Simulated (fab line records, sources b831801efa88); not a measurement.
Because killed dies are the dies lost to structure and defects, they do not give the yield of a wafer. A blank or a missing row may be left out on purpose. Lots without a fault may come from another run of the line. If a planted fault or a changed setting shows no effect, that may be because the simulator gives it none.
A single fault, viewed from 2 desks    flow gf180mcu    only its own numbers are on each desk; what lay behind them is given at the end

== AT THE METROLOGY DESK ==
What the gauges read for every lot (on any tool): the sampled wafers with a number, averaged. The brackets show how far a lot's mean lies from the usual mean; more than 4 standard deviations puts the lot out of limits, marked OUT.
Columns: A = SAB_OVL at GF_SAB_OVL_MEAS_10, usual -0.4 nm; B = CONTACT_CVD_00_THK at GF_CONTACT_THK_MEAS_01, usual 298 nm
lot   first seen here  A     B
L493  day 15 13:04     0.3   296
L495  day 16 00:52     -0.9  298
L496  day 16 10:27     -2.0  300
L500  day 17 23:37     -0.1  297
L502  day 18 18:51     0.7   296
L504  day 19 18:43     1.6   298
L507  day 20 15:37     -0.8  300
L508  day 20 22:07     -1.4  300
L509  day 21 10:37     0.2   298
L511  day 22 01:16     -1.4  300
L512  day 22 06:15     -0.5  295
L513  day 22 17:24     0.8   298
L514  day 23 01:46     0.4   298
This desk's verdict: no lot among the 13 shows anything out of limits.

== AT THE TOOL OWNER'S DESK: lithoTrack-03 ==
The tool's own readings at GF_NWELL_COAT_02 (resist thk 3000 nm): means of the sampled wafers that have a number, for each lot that ran on this tool. The brackets show how far a lot's mean lies from the usual mean; more than 4 standard deviations puts the lot out of limits, marked OUT.
Columns: A = exhaustPa at GF_NWELL_COAT_02, usual 45.1 Pa
lot   first seen here  A
L495  day 3 16:24      45.7
L496  day 3 22:03      44.8
L500  day 4 20:24      44.7
L502  day 5 05:48      45.8
L504  day 5 18:18      45.5
This desk's verdict: no lot among the 5 shows anything out of limits.

== ALL TOGETHER ==
At the metrology desk, nothing out of limits was observed.
The tool owner's desk saw nothing out of limits.

== WHAT THE SIMULATOR PUT IN ==
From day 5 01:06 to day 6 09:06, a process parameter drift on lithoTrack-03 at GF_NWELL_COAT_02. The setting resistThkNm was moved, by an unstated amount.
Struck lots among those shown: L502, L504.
